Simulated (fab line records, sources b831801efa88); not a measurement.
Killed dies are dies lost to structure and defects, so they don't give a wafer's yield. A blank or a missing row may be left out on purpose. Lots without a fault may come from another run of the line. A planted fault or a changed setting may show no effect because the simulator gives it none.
Problem report in the 8D (eight disciplines) form, filled by code | flow sky130 | the parts of the form that need people (team, actions taken, sign-off) are left out

1. THE PROBLEM
NWELL_2_TW at SKY_NWELL_TW_MEAS_26 reads a mean of 538 on 4 wafers of 3 lots; wafers without a fault read 492 with a standard deviation of 4.7. That is +9.9 standard deviations from the usual mean.
First seen on wafer L523.1, day 8 06:21, on film_metro-02. The record holds 45 wafers of 15 lots with a number at this step. Rule for "out", or "out of limits": more than 4 standard deviations from the usual mean. The other wafers with a number count as sound.

2. WHAT IT IS AND WHAT IT IS NOT
question                    | is                             | is not
which readings at this step | NWELL_2_TW                     | -
which lots                  | L523, L524, L527               | L511, L512, L513, L514, L515, L516, L517, L518, L529, L531, L532, L533
which wafers of those lots  | L523.1, L523.5, L524.5, L527.6 | L523.4, L524.2, L524.3, L527.2, L527.4
read on which gauges        | film_metro-01, film_metro-02   | film_metro-03
when                        | from day 8 06:21               | up to then (25 sound wafers); but 16 sound wafers of L524, L527, L529, L531, L532, L533 came after

3. SUSPECTS, AND WHAT RULES EACH OUT
Counting: a tool at a process step up to the reading stays a suspect if it ran every lot that is out. Sound lots after the first of them don't rule it out here, since some wafers of a struck lot are sound.
- the gauge at SKY_NWELL_TW_MEAS_26: ruled out. The wafers that are out were read on 2 gauges (film_metro-01, film_metro-02).
- litho_track-02 at SKY_PWDE_COAT_02 (resist thk 3000 nm): kept. It ran every lot that is out, first L523 (day 6 04:41); its last sound lot up to then is L517 (day 4 21:44).
Left after counting: litho_track-02 at SKY_PWDE_COAT_02.

4. THE CAUSE (what the simulator had put in)
Process parameter drift: litho_track-02, from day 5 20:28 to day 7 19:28, at SKY_PWDE_COAT_02. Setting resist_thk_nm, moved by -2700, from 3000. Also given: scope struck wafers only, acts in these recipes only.
Counting left only this tool.

5. THE CHAIN OF EFFECTS, in route order
Each row: a reading whose mean over the struck wafers that have a number lies more than 3 standard deviations from the usual. Only readings for which the record gives a usual standard deviation are gone through. hours: the time from each lot's start at the first step in this table that gives one to its start at this step, as a median over the lots. sigmas: the change in usual standard deviations.
hours | step                 | reading                  | usual      | on struck wafers | change | sigmas
0     | SKY_PWDE_STRIP_09    | oes_product_au           | 0.723 a.u. | 0.419            | -0.304 | -69
0     | SKY_PWDE_STRIP_09    | strip_time_to_endpoint_s | 37.00 s    | 4.37             | -32.63 | -99 or more
42    | SKY_NWELL_TW_MEAS_26 | NWELL_2_TW               | 492        | 538              | +46    | +9.9
The process steps in it:
- SKY_PWDE_STRIP_09: strips in O2/N2.
Later measuring or inspecting steps at which every struck wafer that the step has a row for has a number for every such reading, and none has moved that far: SKY_VT_ADJUST_NCORE_CD_MEAS_07.

6. WHAT WOULD HAVE CAUGHT IT SOONER
In this record the first reading out of limits at a measuring or inspecting step was taken at day 8 06:21, 58 hours after the fault began at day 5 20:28.
Of the tool readings at SKY_PWDE_COAT_02 for which the record gives a usual standard deviation, none was out on any struck wafer, so an alarm limit of 4 standard deviations on them would not have fired.
All the lots that are out (3) had begun SKY_PWDE_COAT_02 on litho_track-02 by day 8 06:21. A hold on the tool at that time would have spared none of them.
